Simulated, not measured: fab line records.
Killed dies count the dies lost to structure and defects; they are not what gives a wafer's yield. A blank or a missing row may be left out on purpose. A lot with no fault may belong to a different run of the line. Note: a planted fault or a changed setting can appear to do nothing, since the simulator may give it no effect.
Struck lot and sound lot, side by side | flow sky130 | 17 out of 708 route steps
Sound: wafers L580.3, L580.4, L580.6. The struck wafers were L588.3, L588.4, L588.6. The cause comes at the end.
Per side, at each step with rows, come the tool, then ch with its chambers, and then its first start. Under that, the readings that differ: sound wafers | struck wafers | difference of the means | sigmas: that difference in standard deviations of wafers without a fault.
alike: a reading whose means differ by less than 2 such deviations, as well as words and numbers matching on both sides. not compared: withheld readings; readings where some wafer has no value; bounds like >300 that might hide an equal value; numbers whose values overlap and for which the record gives no deviation.
Wherever a step has rows on one side only, a row that says differs or no value, or a row with sigmas, the two part there. Numbers that don't overlap but have no deviation are shown without sigmas and don't part them. A reading that every wafer of one side lacks parts them only if that side has two wafers or more.

SKY_LDD_P_OVL_MEAS_08:
  sound on overlay-01, day 18 13:04; struck on overlay-02, day 21 18:03
  alike: LDD_P_OVL
after that, 1 step had no rows for these wafers: SKY_LDD_P_IMPLANT_09.
SKY_LDD_P_STRIP_10: strips in O2/N2.
  sound on plasmaAsher-02 ch 0,1, day 18 13:16; struck on plasmaAsher-01 ch 0,1, day 21 18:15
  alike: drypumpMotorCurrentA, o2FlowSccm, oesProductAu, stripTimeToEndpointS
  not compared: rfHoursCounterH
SKY_LDD_P_TW_MEAS_11:
  sound on filmMetro-01, day 18 13:22; struck on filmMetro-04, day 21 18:20
reading  | sound       | struck      | difference | sigmas
LDD_P_TW | 621 622 620 | 645 650 649 | +27        | +2
then, 7 steps without rows for these wafers: SKY_LDD_HVN_DEHYDRATE_00 (time 60 s); SKY_LDD_HVN_HMDS_01 (prime time 60 s); SKY_LDD_HVN_COAT_02 (resist thk 300 nm); SKY_LDD_HVN_SOFTBAKE_03 (time 60 s); SKY_LDD_HVN_EXPOSE_04 (exposes mask HVNTM, target cd 700 nm); SKY_LDD_HVN_PEB_05; SKY_LDD_HVN_DEVELOP_06 (develop time 60 s).
SKY_LDD_HVN_OVL_MEAS_07:
  sound on overlay-01, day 19 20:38; struck on overlay-02, day 23 00:41
  alike: LDD_HVN_OVL
SKY_LDD_HVN_IMPLANT_08:
  sound on implanter-04 ch 0, day 19 20:42; struck on implanter-02 ch 0, day 23 00:46
reading                  | sound                | struck               | difference | sigmas
beamEnergyKeV            | 59.990 59.978 60.027 | 46.313 46.311 46.344 | -13.676    | -99 or more
model.implant.rpNm (nm)  | 55.67 55.67 55.67    | 42.09 42.09 42.09    | -13.58     | 
model.implant.drpNm (nm) | 28.15 28.15 28.15    | 22.61 22.61 22.61    | -5.54      | 
SKY_LDD_HVN_STRIP_09: strips in O2/N2.
  sound on plasmaAsher-01 ch 0,1, day 19 20:50; struck on plasmaAsher-04 ch 0,1, day 23 00:54
reading                  | sound       | struck      | difference | sigmas
drypumpMotorCurrentA (A) | 5.9 5.5 5.9 | 5.4 4.9 4.9 | -0.7       | -2
  alike: o2FlowSccm, oesProductAu, stripTimeToEndpointS
  not compared: rfHoursCounterH
SKY_LDD_HVN_TW_MEAS_10:
  sound on filmMetro-02, day 19 20:55; struck on filmMetro-03, day 23 00:59
reading    | sound          | struck         | difference | sigmas
LDD_HVN_TW | 1422 1416 1415 | 1349 1352 1344 | -69        | -5
then, 1 step without rows for these wafers: SKY_LDD_HVP_DEHYDRATE_00 (time 60 s).
-- a jump in the record: the struck wafers' starts before and after are 25 days apart (it breaks off in module LDD_HVP and resumes in module PAD_OPEN, where the first step shown is number 708 of the route) --
SKY_PAD_OPEN_PROBE_99:
  sound on prober-02, day 45 08:12; struck on prober-02, day 47 14:49
reading                              | sound                | struck               | difference | sigmas
model.etest.tip_n_5v.rsOhmSq         | 1389 1394 1390       | 1616 1615 1619       | +226       | 
model.etest.nfetG5v0d10v5.rOnOhmUm   | 1883 1866 1858       | 1954 1920 1919       | +62        | 
model.etest.nfetG5v0d10v5.driveUaUm  | 605.2 613.1 612.6    | 588 584.6 591.7      | -22        | 
model.etest.nfetG5v0d10v5.vtSatV (V) | 0.7691 0.7579 0.7685 | 0.8047 0.8097 0.798  | +0.0390    | 
model.etest.nfetG5v0d10v5.vtV (V)    | 0.826 0.8165 0.8208  | 0.8483 0.8559 0.8431 | +0.0280    | 
  alike: killed_at_M0_to_M3, killed_at_M4_up, killedAtContacts, killedAtFrontEnd, killedAtOther, killedDies, killedOpen, killedShort

## WHERE THEY PART
First at SKY_LDD_P_TW_MEAS_11; last, within this record, at SKY_LDD_HVN_TW_MEAS_10. Later steps at which nothing parts them and some readings are alike: SKY_PAD_OPEN_PROBE_99.

WHY: whatever the simulator had introduced
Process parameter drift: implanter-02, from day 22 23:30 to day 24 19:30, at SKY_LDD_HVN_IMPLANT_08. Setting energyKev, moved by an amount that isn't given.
